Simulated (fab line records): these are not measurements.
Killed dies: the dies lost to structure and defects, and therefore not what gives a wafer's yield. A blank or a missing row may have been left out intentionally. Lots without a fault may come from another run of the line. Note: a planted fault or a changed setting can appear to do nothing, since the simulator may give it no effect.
Split-lot trial ; flow gf180mcu ; 23 wafers read across 5 lots, on a route 602 steps long

ON THE SPLIT
At GF_POLY_GATE_EXPOSE_07 (exposes mask Poly2, target cd 280 nm), the setting dose_mj was moved away from the recipe's 28 on 11 of the 23 wafers read, by -2.4% to +4.7%. All remaining wafers had this setting at the recipe value.

FROM THE SPLIT TO THE READING: what the file shows between them, 7 steps
- GF_POLY_GATE_PEB_08: peb time 90 s
- GF_POLY_GATE_DEVELOP_09: develop time 60 s
- GF_POLY_GATE_CD_MEAS_10: target cd 280 nm
- GF_POLY_GATE_ETCH_12: etches BARC in N2/H2
- GF_POLY_GATE_ETCH_13: etches poly-Si in HBr/Cl2, stops on SiO2, target depth 198.5 nm, time 69.6 s
- GF_POLY_GATE_STRIP_14: strips in O2/N2
- GF_POLY_GATE_OXIDATION_16: stabilise 600 s, purge 300 s, target thk 4 nm

THE READING
cd_nm, in nm, at GF_POLY_GATE_CD_MEAS_18. On this fab line, fault-free wafers typically give 280.5 nm with a standard deviation of 2.2 nm.

wafer;tool, chamber at the split;dose_mj as run;against the recipe;cd_nm, nm;against lot-mates on the recipe
L077.4;krf_scanner-02, 0;28;recipe;276.9;-
L077.5;krf_scanner-02, 0;28;recipe;279.7;-
L077.6;krf_scanner-02, 0;28;recipe;279.3;-
L081.1;krf_scanner-02, 0;28.72;+2.6%;275.5;-5.0
L081.2;krf_scanner-02, 0;28;recipe;280.2;-
L081.3;krf_scanner-02, 0;28.72;+2.6%;276.9;-3.6
L081.5;krf_scanner-02, 0;28.72;+2.6%;276.1;-4.4
L081.6;krf_scanner-02, 0;28;recipe;280.8;-
L080.1;krf_scanner-01, 0;29.32;+4.7%;269.0;-8.5
L080.2;krf_scanner-01, 0;29.32;+4.7%;269.0;-8.5
L080.3;krf_scanner-01, 0;29.32;+4.7%;271.9;-5.6
L080.4;krf_scanner-01, 0;28;recipe;278.2;-
L080.6;krf_scanner-01, 0;28;recipe;276.8;-
L083.1;krf_scanner-01, 0;28;recipe;277.6;-
L083.2;krf_scanner-01, 0;29.31;+4.7%;271.7;-6.4
L083.3;krf_scanner-01, 0;28;recipe;279.9;-
L083.4;krf_scanner-01, 0;28;recipe;276.8;-
L083.5;krf_scanner-01, 0;29.31;+4.7%;271.3;-6.8
L084.1;krf_scanner-01, 0;27.33;-2.4%;283.3;+3.9
L084.2;krf_scanner-01, 0;28;recipe;279.3;-
L084.3;krf_scanner-01, 0;27.33;-2.4%;286.6;+7.2
L084.4;krf_scanner-01, 0;27.33;-2.4%;284.7;+5.3
L084.5;krf_scanner-01, 0;28;recipe;279.4;-

THE FIT
A straight line over all 23 wafers: cd_nm changes by -1.83 nm for each +1% of dose_mj; r = -0.94; the points scatter about the line by 1.6 nm.
The same after taking each lot's own level away (the mean of its wafers on the recipe; 23 wafers): -1.7 nm for each +1%; r = -0.96; scatter 1.2 nm.
The reading moves by 8 nm for the largest change in dose_mj, on that fit.
Measured against the standard deviation above, the lots' own levels, which go from 277.50 to 280.50 nm, span 1.4 times it.
So the lot-to-lot level changes the slope little: the two slopes agree.
Check: -7.47 nm against its lot-mates is what the line predicts for one of the wafers moved furthest among these (+4.7%) when that wafer is left out of the fit. Against them it came out at -8.5 nm.

OTHER SPLITS ON THESE WAFERS
These wafers also went through other splits before the reading. Each is held against what the fit with the lots' levels taken away leaves over:
other split on the same wafers;wafers away from the commonest value;r with cd_nm (lot level and that fit taken away)
GF_STI_CVD_03 time_s;15;+0.07
GF_STI_PEB_10 peb_temp_c;10;+0.15
GF_MVSD_IMPLANT_08 energy_kev;10;+0.11
GF_VT_IMPLANT_IMPLANT_08 dose_cm2;10;+0.13
GF_VT_IMPLANT_IMPLANT_30 energy_kev;10;+0.15
GF_POLY_GATE_CVD_00 temp_c;18;-0.09

THE WHOLE CHAIN: every reading that the file lists as answering this split, in the file's order
step;what it does;reading;change (the file's fit);r (the file's)
GF_POLY_GATE_CD_MEAS_10;target cd 280 nm;cd_nm;-1.62 nm for each +1% of the setting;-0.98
GF_POLY_GATE_ETCH_12;etches BARC in N2/H2;POLY_GATE.cd_nm (the simulator's own value, which no gauge read);-1.65 nm for each +1% of the setting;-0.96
GF_POLY_GATE_CD_MEAS_18;;cd_nm;-1.61 nm for each +1% of the setting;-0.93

FILE'S OWN FIT
cd_nm changes by -1.61 nm for each +1% of dose_mj, r = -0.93.
